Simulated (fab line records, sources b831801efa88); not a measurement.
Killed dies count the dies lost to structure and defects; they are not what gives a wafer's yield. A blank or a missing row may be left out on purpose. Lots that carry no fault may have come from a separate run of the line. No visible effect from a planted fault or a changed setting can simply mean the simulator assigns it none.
fab line records	flow gf180mcu
record: lots: 24	wafers: 72	lastDay: 34
route steps=602 shown M2@376 V3@444 V5@563 TOP_METAL@567 PASSIVATION@599
lots that met no fault: taken from a fault-free run of the same line
startH: the number of hours between the record's first day and the start of the first shown wafer of the lot	waitH: how many hours have passed since the lot's step before this one	" the same as in the row above	L1.1+2: one row covering several wafers at once	- value missing, or start not given	* or withheld: withheld	< > ~ a bound
route shown NAME@n: NAME is a module with steps in the file, n the number in the route of the first one	usual: mean/standard deviation of fault-free wafers	same: alike in all rows	chamber/n: place in a boat	sites: each site's reading	_std_site: their standard deviation	_edge_site: inner sites' mean taken away from outer sites' mean	radiusMm: for every site, how far away it sits from the centre of the wafer	mask NAME#n: copy n	behind: tool/chamber where the wafer was last shaped	hold: cause of the lot's hold/its duration in hours/its outcome	device: which transistor (n, p or np) failed to switch	end of line: at the end of the route, the tests of the same wafers	where a step has no rows: the recipe by itself	killed: the dies lost at the first sort to structure and to defects; this is not the yield of the wafer	map: shows each die of a wafer: x if killed, . if not, _ if none is there
set.NAME: the setting the step ran with; set.NAME@STEP: the setting that earlier step ran with	model.NAME: the simulator's own value behind a step, which no gauge read
one table for each step of the route and one row for each wafer, over a sample of lots
services: from which hour (startH, from the record's first day; less than 0 if before it) a tool's chamber was out of use, for how many hours, and why
== steps ==
step: GF_M2_CD_MEAS_14
recipe: targetCdNm: 280
usual: cdNm: 280.0/1.2
lot.wafer	tool	chamber	startH	waitH	cdNm
L074.2	cdSem-02	-	449.59	0.1	281.0
L074.5	"	-	"	"	281.0
L074.6	"	-	"	"	280.5
L075.2	cdSem-01	-	452.97	0.1	280.3
L075.4	"	-	"	"	280.4
L075.6	"	-	"	"	279.4
L076.2	cdSem-01	-	465.64	0.1	279.6
L076.3	"	-	"	"	278.0
L076.6	"	-	"	"	278.7
L077.1	cdSem-02	-	477.08	0.1	280.2
L077.3	"	-	"	"	279.4
L077.4	"	-	"	"	278.8
L078.1	cdSem-02	-	478.48	0.1	278.4
L078.3	"	-	"	"	279.3
L078.5	"	-	"	"	279.6
L079.1	cdSem-01	-	483.05	0.1	280.0
L079.2	"	-	"	"	279.8
L079.5	"	-	"	"	279.9
L080.4	cdSem-02	-	495.39	0.1	278.5
L080.5	"	-	"	"	278.7
L080.6	"	-	"	"	278.4
L081.1	cdSem-01	-	509.85	0.1	279.7
L081.3	"	-	"	"	280.3
L081.4	"	-	"	"	279.1
L082.3	cdSem-02	-	511.16	0.1	280.9
L082.4	"	-	"	"	278.4
L082.6	"	-	"	"	279.0
L083.2	cdSem-01	-	519.62	0.1	280.8
L083.3	"	-	"	"	279.4
L083.6	"	-	"	"	279.8
L084.1	cdSem-01	-	522.10	0.1	280.9
L084.2	"	-	"	"	280.8
L084.3	"	-	"	"	280.0
L085.2	cdSem-01	-	537.80	0.1	280.5
L085.3	"	-	"	"	279.4
L085.5	"	-	"	"	280.4
L086.1	cdSem-02	-	547.38	0.1	279.5
L086.3	"	-	"	"	279.8
L086.6	"	-	"	"	279.8
L088.2	cdSem-01	-	554.99	0.1	282.3
L088.5	"	-	"	"	280.9
L088.6	"	-	"	"	282.1
L087.1	cdSem-02	-	558.07	0.1	281.1
L087.5	"	-	"	"	278.9
L087.6	"	-	"	"	280.9
L089.1	cdSem-02	-	568.52	0.1	277.9
L089.5	"	-	"	"	277.0
L089.6	"	-	"	"	277.7
L090.1	cdSem-01	-	576.72	0.1	281.1
L090.4	"	-	"	"	280.3
L090.5	"	-	"	"	281.4
L091.4	cdSem-01	-	584.86	0.1	281.1
L091.5	"	-	"	"	282.0
L091.6	"	-	"	"	281.3
L092.1	cdSem-01	-	589.78	0.1	279.5
L092.3	"	-	"	"	281.0
L092.4	"	-	"	"	279.4
L093.1	cdSem-02	-	600.60	0.2	281.1
L093.3	"	-	"	"	281.9
L093.5	"	-	"	"	280.4
L094.3	cdSem-02	-	608.18	0.1	280.6
L094.5	"	-	"	"	280.7
L094.6	"	-	"	"	280.5
L095.1	cdSem-01	-	609.07	0.1	279.7
L095.2	"	-	"	"	279.8
L095.3	"	-	"	"	278.1
L096.1	cdSem-02	-	615.85	0.1	279.7
L096.2	"	-	"	"	281.7
L096.5	"	-	"	"	281.1
L097.2	cdSem-02	-	624.46	0.1	280.2
L097.3	"	-	"	"	279.1
L097.5	"	-	"	"	278.9
step: GF_V3_OVL_MEAS_15
usual: V3_OVL: -2/5.1
lot.wafer	tool	chamber	startH	waitH	V3_OVL[nm]
L074.2	overlay-02	-	526.69	0.1	-3
L074.5	"	-	"	"	-10
L074.6	"	-	"	"	-3
L075.2	overlay-01	-	528.54	0.1	4
L075.4	"	-	"	"	2
L075.6	"	-	"	"	0
L076.2	overlay-02	-	540.89	0.1	0
L076.3	"	-	"	"	-6
L076.6	"	-	"	"	0
L077.1	overlay-01	-	551.18	0.1	-6
L077.3	"	-	"	"	-5
L077.4	"	-	"	"	-6
L078.1	overlay-01	-	552.94	0.1	7
L078.3	"	-	"	"	0
L078.5	"	-	"	"	7
L079.1	overlay-02	-	556.04	0.1	-6
L079.2	"	-	"	"	-6
L079.5	"	-	"	"	-11
L080.4	overlay-02	-	567.15	0.1	-12
L080.5	"	-	"	"	-7
L080.6	"	-	"	"	-8
L081.1	overlay-01	-	581.43	0.1	1
L081.3	"	-	"	"	1
L081.4	"	-	"	"	-4
L082.3	overlay-01	-	582.69	0.1	-7
L082.4	"	-	"	"	1
L082.6	"	-	"	"	-4
L083.2	overlay-02	-	589.74	0.1	-5
L083.3	"	-	"	"	5
L083.6	"	-	"	"	1
L084.1	overlay-02	-	592.03	0.1	-6
L084.2	"	-	"	"	-3
L084.3	"	-	"	"	-13
L085.2	overlay-01	-	607.00	0.1	-7
L085.3	"	-	"	"	-12
L085.5	"	-	"	"	-8
L086.1	overlay-02	-	615.24	0.1	2
L086.3	"	-	"	"	0
L086.6	"	-	"	"	0
L088.2	overlay-02	-	622.74	0.1	-10
L088.5	"	-	"	"	-10
L088.6	"	-	"	"	-10
L087.1	overlay-02	-	624.89	0.1	3
L087.5	"	-	"	"	5
L087.6	"	-	"	"	2
L089.1	overlay-01	-	634.99	0.1	-3
L089.5	"	-	"	"	-5
L089.6	"	-	"	"	-2
L090.1	overlay-01	-	643.53	0.1	4
L090.4	"	-	"	"	0
L090.5	"	-	"	"	4
L091.4	overlay-02	-	649.90	0.1	0
L091.5	"	-	"	"	2
L091.6	"	-	"	"	3
L092.1	overlay-02	-	655.13	0.1	3
L092.3	"	-	"	"	-1
L092.4	"	-	"	"	11
L093.1	overlay-02	-	664.84	0.1	2
L093.3	"	-	"	"	-2
L093.5	"	-	"	"	0
L094.3	overlay-02	-	672.85	0.1	-6
L094.5	"	-	"	"	-4
L094.6	"	-	"	"	-10
L095.1	overlay-02	-	674.64	0.1	3
L095.2	"	-	"	"	-5
L095.3	"	-	"	"	-3
L096.1	overlay-02	-	679.04	0.1	-1
L096.2	"	-	"	"	-7
L096.5	"	-	"	"	-1
L097.2	overlay-02	-	688.29	0.1	-4
L097.3	"	-	"	"	-7
L097.5	"	-	"	"	-10
step: GF_V3_SPUTTER_22
recipe: material: TiN	targetThkNm: 10	chamberPressurePa: 5	powerW: 4000	timeS: 40
usual: throttleValvePct: 30.3/0.78
same: timeS: 40
lot.wafer	tool	chamber	startH	waitH	throttleValvePct
L074.2	pvdSputter-01	-	527.53	0.0	30.1
L074.5	"	-	"	"	30.9
L074.6	"	-	"	"	30.4
L075.2	pvdSputter-01	-	529.39	0.0	30.7
L075.4	"	-	"	"	30.6
L075.6	"	-	"	"	31.1
L076.2	pvdSputter-01	-	541.74	0.0	30.2
L076.3	"	-	"	"	29.8
L076.6	"	-	"	"	30.2
L077.1	pvdSputter-01	-	551.94	0.0	29.9
L077.3	"	-	"	"	31.1
L077.4	"	-	"	"	29.5
L078.1	pvdSputter-02	-	553.74	0.0	31.1
L078.3	"	-	"	"	30.3
L078.5	"	-	"	"	30.7
L079.1	pvdSputter-02	-	556.80	0.0	31.6
L079.2	"	-	"	"	31.1
L079.5	"	-	"	"	31.0
L080.4	pvdSputter-01	-	567.89	0.0	30.3
L080.5	"	-	"	"	30.8
L080.6	"	-	"	"	30.2
L081.1	pvdSputter-02	-	582.22	0.0	29.4
L081.3	"	-	"	"	30.5
L081.4	"	-	"	"	31.0
L082.3	pvdSputter-01	-	583.44	0.0	30.2
L082.4	"	-	"	"	29.9
L082.6	"	-	"	"	30.4
L083.2	pvdSputter-03	-	590.49	0.0	28.3
L083.3	"	-	"	"	29.3
L083.6	"	-	"	"	28.9
L084.1	pvdSputter-01	-	592.79	0.0	29.7
L084.2	"	-	"	"	30.7
L084.3	"	-	"	"	30.3
L085.2	pvdSputter-02	-	607.80	0.0	30.4
L085.3	"	-	"	"	31.3
L085.5	"	-	"	"	29.4
L086.1	pvdSputter-03	-	616.00	0.0	30.1
L086.3	"	-	"	"	28.6
L086.6	"	-	"	"	29.4
L088.2	pvdSputter-03	-	623.49	0.0	30.4
L088.5	"	-	"	"	28.4
L088.6	"	-	"	"	30.4
L087.1	pvdSputter-02	-	625.65	0.0	30.6
L087.5	"	-	"	"	30.9
L087.6	"	-	"	"	31.4
L089.1	pvdSputter-03	-	635.78	0.0	29.3
L089.5	"	-	"	"	29.2
L089.6	"	-	"	"	28.8
L090.1	pvdSputter-02	-	644.30	0.0	29.2
L090.4	"	-	"	"	30.5
L090.5	"	-	"	"	31.2
L091.4	pvdSputter-02	-	650.65	0.0	29.7
L091.5	"	-	"	"	31.5
L091.6	"	-	"	"	31.2
L092.1	pvdSputter-01	-	655.89	0.0	29.7
L092.3	"	-	"	"	31.1
L092.4	"	-	"	"	30.5
L093.1	pvdSputter-02	-	665.63	0.0	31.2
L093.3	"	-	"	"	29.6
L093.5	"	-	"	"	29.7
L094.3	pvdSputter-03	-	673.60	0.0	30.6
L094.5	"	-	"	"	29.6
L094.6	"	-	"	"	28.7
L095.1	pvdSputter-02	-	675.40	0.0	31.3
L095.2	"	-	"	"	31.6
L095.3	"	-	"	"	30.9
L096.1	pvdSputter-01	-	679.83	0.0	30.0
L096.2	"	-	"	"	30.3
L096.5	"	-	"	"	29.9
L097.2	pvdSputter-02	-	689.05	0.0	30.7
L097.3	"	-	"	"	31.1
L097.5	"	-	"	"	29.6
step: GF_V5_CVD_23
recipe: material: W	targetThkNm: 350	timeS: 104.9	tempC: 400	pressureTorr: 40
usual: heaterPowerW: 852/23
same: timeS: 104.9
lot.wafer	tool	chamber	startH	waitH	heaterPowerW
L074.2	cvdW-02	1	639.89	0.0	839
L074.5	"	1	"	"	860
L074.6	"	0	"	"	887
L075.2	cvdW-02	1	641.59	0.0	841
L075.4	"	0	"	"	893
L075.6	"	1	"	"	858
L076.2	cvdW-02	1	653.71	0.0	858
L076.3	"	0	"	"	865
L076.6	"	1	"	"	829
L077.1	cvdW-01	1	661.72	0.0	827
L077.3	"	0	"	"	835
L077.4	"	1	"	"	828
L078.1	cvdW-01	1	663.02	0.0	791
L078.3	"	1	"	"	832
L078.5	"	1	"	"	812
L079.1	cvdW-01	0	666.32	0.0	833
L079.2	"	1	"	"	818
L079.5	"	0	"	"	861
L080.4	cvdW-01	0	675.85	0.0	836
L080.5	"	0	"	"	845
L080.6	"	1	"	"	838
L081.1	cvdW-02	1	687.81	0.0	838
L081.3	"	0	"	"	895
L081.4	"	1	"	"	839
L082.3	cvdW-02	0	690.66	0.1	879
L082.4	"	1	"	"	852
L082.6	"	0	"	"	881
L083.2	cvdW-01	0	695.55	0.0	846
L083.3	"	0	"	"	840
L083.6	"	0	"	"	839
L084.1	cvdW-02	1	699.17	0.0	861
L084.2	"	0	"	"	888
L084.3	"	1	"	"	836
L085.2	cvdW-02	1	710.98	0.1	874
L085.3	"	1	"	"	871
L085.5	"	1	"	"	844
L086.1	cvdW-02	1	718.56	0.0	842
L086.3	"	1	"	"	867
L086.6	"	1	"	"	851
L088.2	cvdW-02	1	725.91	0.0	847
L088.5	"	0	"	"	874
L088.6	"	1	"	"	839
L087.1	cvdW-02	1	727.51	0.0	850
L087.5	"	1	"	"	853
L087.6	"	0	"	"	867
L089.1	cvdW-02	1	736.67	0.0	853
L089.5	"	1	"	"	862
L089.6	"	0	"	"	883
L090.1	cvdW-02	0	743.32	0.0	903
L090.4	"	1	"	"	869
L090.5	"	1	"	"	858
L091.4	cvdW-02	1	749.23	0.1	834
L091.5	"	1	"	"	849
L091.6	"	0	"	"	892
L092.1	cvdW-01	1	753.57	0.0	821
L092.3	"	0	"	"	846
L092.4	"	1	"	"	835
L093.1	cvdW-01	0	762.24	0.0	869
L093.3	"	1	"	"	827
L093.5	"	1	"	"	819
L094.3	cvdW-01	1	769.39	0.1	830
L094.5	"	1	"	"	836
L094.6	"	0	"	"	825
L095.1	cvdW-01	1	770.84	0.0	840
L095.2	"	0	"	"	879
L095.3	"	0	"	"	844
L096.1	cvdW-01	0	775.61	0.0	855
L096.2	"	1	"	"	844
L096.5	"	1	"	"	813
L097.2	cvdW-01	0	781.52	0.0	826
L097.3	"	1	"	"	846
L097.5	"	0	"	"	835
step: GF_TOP_METAL_SPUTTER_00
recipe: material: Ti	targetThkNm: 37.5	arrivingIonEnergyEv: 80	substrateTempC: 200	chamberPressurePa: 2	powerW: 4000	timeS: 150
usual: throttleValvePct: 29.9/0.86
same: timeS: 150
lot.wafer	tool	chamber	startH	waitH	throttleValvePct
L074.2	pvdSputter-04	-	640.49	0.2	29.0
L074.5	"	-	"	"	30.2
L074.6	"	-	"	"	30.9
L075.2	pvdSputter-01	-	642.19	0.1	30.9
L075.4	"	-	"	"	30.4
L075.6	"	-	"	"	29.8
L076.2	pvdSputter-01	-	654.30	0.1	30.4
L076.3	"	-	"	"	30.9
L076.6	"	-	"	"	29.6
L077.1	pvdSputter-01	-	662.33	0.2	30.8
L077.3	"	-	"	"	30.3
L077.4	"	-	"	"	30.2
L078.1	pvdSputter-01	-	663.61	0.1	30.1
L078.3	"	-	"	"	30.8
L078.5	"	-	"	"	30.9
L079.1	pvdSputter-04	-	666.91	0.2	30.2
L079.2	"	-	"	"	27.7
L079.5	"	-	"	"	30.3
L080.4	pvdSputter-03	-	676.50	0.3	29.1
L080.5	"	-	"	"	30.2
L080.6	"	-	"	"	28.6
L081.1	pvdSputter-04	-	688.40	0.1	27.9
L081.3	"	-	"	"	28.7
L081.4	"	-	"	"	31.1
L082.3	pvdSputter-04	-	691.22	0.1	30.1
L082.4	"	-	"	"	27.9
L082.6	"	-	"	"	30.9
L083.2	pvdSputter-03	-	696.14	0.1	30.4
L083.3	"	-	"	"	29.9
L083.6	"	-	"	"	30.4
L084.1	pvdSputter-01	-	699.77	0.1	30.9
L084.2	"	-	"	"	30.3
L084.3	"	-	"	"	30.0
L085.2	pvdSputter-01	-	711.64	0.2	30.4
L085.3	"	-	"	"	30.4
L085.5	"	-	"	"	30.3
L086.1	pvdSputter-04	-	719.15	0.1	28.9
L086.3	"	-	"	"	30.2
L086.6	"	-	"	"	30.2
L088.2	pvdSputter-04	-	726.50	0.2	28.0
L088.5	"	-	"	"	31.2
L088.6	"	-	"	"	28.0
L087.1	pvdSputter-01	-	728.10	0.2	30.1
L087.5	"	-	"	"	30.9
L087.6	"	-	"	"	30.3
L089.1	pvdSputter-03	-	737.26	0.1	30.1
L089.5	"	-	"	"	30.4
L089.6	"	-	"	"	30.4
L090.1	pvdSputter-01	-	743.91	0.1	29.9
L090.4	"	-	"	"	30.5
L090.5	"	-	"	"	30.2
L091.4	pvdSputter-01	-	749.78	0.1	30.1
L091.5	"	-	"	"	30.1
L091.6	"	-	"	"	29.8
L092.1	pvdSputter-01	-	754.16	0.2	30.3
L092.3	"	-	"	"	29.7
L092.4	"	-	"	"	30.2
L093.1	pvdSputter-03	-	762.84	0.1	28.5
L093.3	"	-	"	"	30.7
L093.5	"	-	"	"	28.9
L094.3	pvdSputter-03	-	769.94	0.1	29.6
L094.5	"	-	"	"	30.5
L094.6	"	-	"	"	28.7
L095.1	pvdSputter-04	-	771.43	0.1	28.9
L095.2	"	-	"	"	30.8
L095.3	"	-	"	"	27.7
L096.1	pvdSputter-01	-	776.35	0.1	30.7
L096.2	"	-	"	"	29.7
L096.5	"	-	"	"	30.9
L097.2	pvdSputter-03	-	782.11	0.2	30.3
L097.3	"	-	"	"	28.7
L097.5	"	-	"	"	30.4
step: GF_PASSIVATION_STRIP_12
recipe: chemistry: O2/N2	powerW: 1400	pressureMtorr: 1461	platenTempC: 250	o2FlowSccm: 3000	n2FlowSccm: 300	overashFraction: 0.5
usual: drypumpMotorCurrentA: 6.0/0.4	heaterPowerW: 352/22	oesProductAu: 0.716/0.0047	stripTimeToEndpointS: 35.1/0.41
lot.wafer	tool	chamber	startH	waitH	drypumpMotorCurrentA	heaterPowerW	oesProductAu	rfHoursCounterH	stripTimeToEndpointS
L074.2	plasmaAsher-01	0	680.60	0.1	6.5	345	0.713	90	34.9
L074.5	"	0	"	"	6.5	351	0.712	-	35.6
L074.6	"	1	"	"	6.4	377	0.722	-	34.7
L075.2	plasmaAsher-04	0	682.65	0.1	5.8	355	0.721	58	35.5
L075.4	"	0	"	"	5.7	353	0.721	-	35.4
L075.6	"	1	"	"	5.8	353	0.718	-	35.0
L076.2	plasmaAsher-04	0	694.20	0.1	5.8	352	0.722	60	34.4
L076.3	"	0	"	"	5.7	355	0.712	-	35.1
L076.6	"	0	"	"	5.8	348	0.708	-	35.1
L077.1	plasmaAsher-02	0	701.80	0.1	5.4	338	0.718	119	34.8
L077.3	"	0	"	"	5.4	333	0.712	-	34.6
L077.4	"	1	"	"	5.6	330	0.708	-	34.6
L078.1	plasmaAsher-02	1	703.39	0.1	5.6	319	0.718	120	35.0
L078.3	"	0	"	"	5.4	323	0.710	-	34.9
L078.5	"	0	"	"	5.4	340	0.713	-	34.6
L079.1	plasmaAsher-01	0	706.70	0.1	6.4	353	0.717	92	35.1
L079.2	"	1	"	"	6.4	390	0.721	92	35.4
L079.5	"	1	"	"	6.4	386	0.714	-	35.4
L080.4	plasmaAsher-01	1	715.93	0.2	6.4	386	0.708	-	35.6
L080.5	"	0	"	"	6.5	349	0.710	-	35.2
L080.6	"	1	"	"	6.4	385	0.708	-	34.9
L081.1	plasmaAsher-01	1	725.94	0.1	6.4	379	0.713	94	35.6
L081.3	"	1	"	"	6.4	382	0.722	-	35.5
L081.4	"	0	"	"	6.5	359	0.713	-	35.2
L082.3	plasmaAsher-01	0	728.28	0.2	6.4	345	0.714	-	34.9
L082.4	"	1	"	"	6.4	387	0.710	-	34.2
L082.6	"	0	"	"	6.4	353	0.724	-	34.5
L083.2	plasmaAsher-02	0	733.00	0.1	5.4	327	0.720	123	35.4
L083.3	"	1	"	"	5.5	326	0.712	-	35.0
L083.6	"	1	"	"	5.6	324	0.723	-	35.3
L084.1	plasmaAsher-04	1	736.49	0.1	5.9	342	0.715	64	34.6
L084.2	"	0	"	"	5.8	351	0.714	64	35.2
L084.3	"	1	"	"	5.9	347	0.711	-	34.3
L085.2	plasmaAsher-01	1	748.05	0.1	6.4	385	0.721	96	35.2
L085.3	"	1	"	"	6.4	392	0.715	-	35.5
L085.5	"	1	"	"	6.4	376	0.718	-	35.6
L086.1	plasmaAsher-01	0	755.19	0.1	6.4	353	0.718	97	35.9
L086.3	"	0	"	"	6.4	358	0.714	-	35.2
L086.6	"	1	"	"	6.4	385	0.719	-	35.1
L088.2	plasmaAsher-02	0	761.55	0.1	5.4	315	0.714	2	35.6
L088.5	"	0	"	"	5.5	310	0.708	-	35.5
L088.6	"	1	"	"	5.6	323	0.720	-	35.1
L087.1	plasmaAsher-02	1	763.00	0.1	5.6	330	0.719	2	34.7
L087.5	"	1	"	"	5.6	321	0.720	-	35.4
L087.6	"	0	"	"	5.4	316	0.718	-	34.7
L089.1	plasmaAsher-01	0	772.15	0.1	6.4	358	0.720	98	35.0
L089.5	"	1	"	"	6.4	380	0.719	-	35.5
L089.6	"	0	"	"	6.4	348	0.713	-	34.9
L090.1	plasmaAsher-04	0	777.74	0.1	5.7	348	0.724	69	34.9
L090.4	"	1	"	"	5.9	351	0.723	-	35.7
L090.5	"	1	"	"	5.8	349	0.710	-	35.4
L091.4	plasmaAsher-04	0	782.33	0.2	5.7	348	0.719	-	35.6
L091.5	"	0	"	"	5.7	349	0.709	-	34.9
L091.6	"	1	"	"	5.8	341	0.724	-	34.3
L092.1	plasmaAsher-01	1	787.94	0.1	6.4	386	0.718	100	35.2
L092.3	"	1	"	"	6.4	379	0.724	-	34.6
L092.4	"	0	"	"	6.4	346	0.710	-	35.4
L093.1	plasmaAsher-01	1	793.74	0.1	6.4	378	0.718	101	35.3
L093.3	"	1	"	"	6.4	391	0.712	-	35.6
L093.5	"	0	"	"	6.4	368	0.724	-	35.7
L094.3	plasmaAsher-01	1	799.23	0.2	6.4	390	0.715	-	35.3
L094.5	"	0	"	"	6.4	358	0.719	-	35.1
L094.6	"	1	"	"	6.4	381	0.716	-	35.3
L095.1	plasmaAsher-04	1	800.94	0.1	5.9	351	0.724	72	35.5
L095.2	"	0	"	"	5.7	348	0.712	72	35.5
L095.3	"	1	"	"	5.9	333	0.721	-	35.3
L096.1	plasmaAsher-01	1	805.00	0.1	6.4	386	0.707	102	35.6
L096.2	"	0	"	"	6.4	345	0.720	102	34.8
L096.5	"	0	"	"	6.4	351	0.717	-	35.4
L097.2	plasmaAsher-02	1	809.95	0.1	5.6	327	0.717	7	35.2
L097.3	"	0	"	"	5.5	315	0.717	-	34.5
L097.5	"	1	"	"	5.6	319	0.713	-	34.6
== services ==
tool	chamber	startH	hours	kind
pvdSputter-03	1	505.56	-	consumableReplace:kit
pvdSputter-03	1	505.56	18.0	scheduledDown
pvdSputter-01	-	510.13	2.7	repair
pvdSputter-02	-	525.27	2.6	repair
pvdSputter-02	-	528.16	1.8	repair
cvdW-01	0	544.16	17.2	repair
pvdSputter-03	-	544.95	1.1	repair
cvdW-01	-	555.64	1.2	repair
plasmaAsher-01	-	561.52	5.7	repair
plasmaAsher-04	-	566.70	0.9	repair
cvdW-01	-	582.84	6.9	pm
pvdSputter-03	-	646.24	2.2	repair
pvdSputter-01	2	654.53	-	consumableReplace:kit
pvdSputter-01	2	654.53	18.0	scheduledDown
pvdSputter-01	2	654.53	18.0	ventCycle
cvdW-02	0	672.35	10.8	repair
plasmaAsher-02	-	682.10	9.3	repair
plasmaAsher-01	-	687.06	7.7	pm
pvdSputter-04	-	702.33	2.6	repair
cvdW-02	0	702.73	15.5	repair
cvdW-01	1	703.54	13.4	repair
plasmaAsher-02	-	733.75	9.0	pm
plasmaAsher-01	-	770.79	1.1	repair
pvdSputter-01	1	808.55	-	consumableReplace:kit
== key ==
fault none
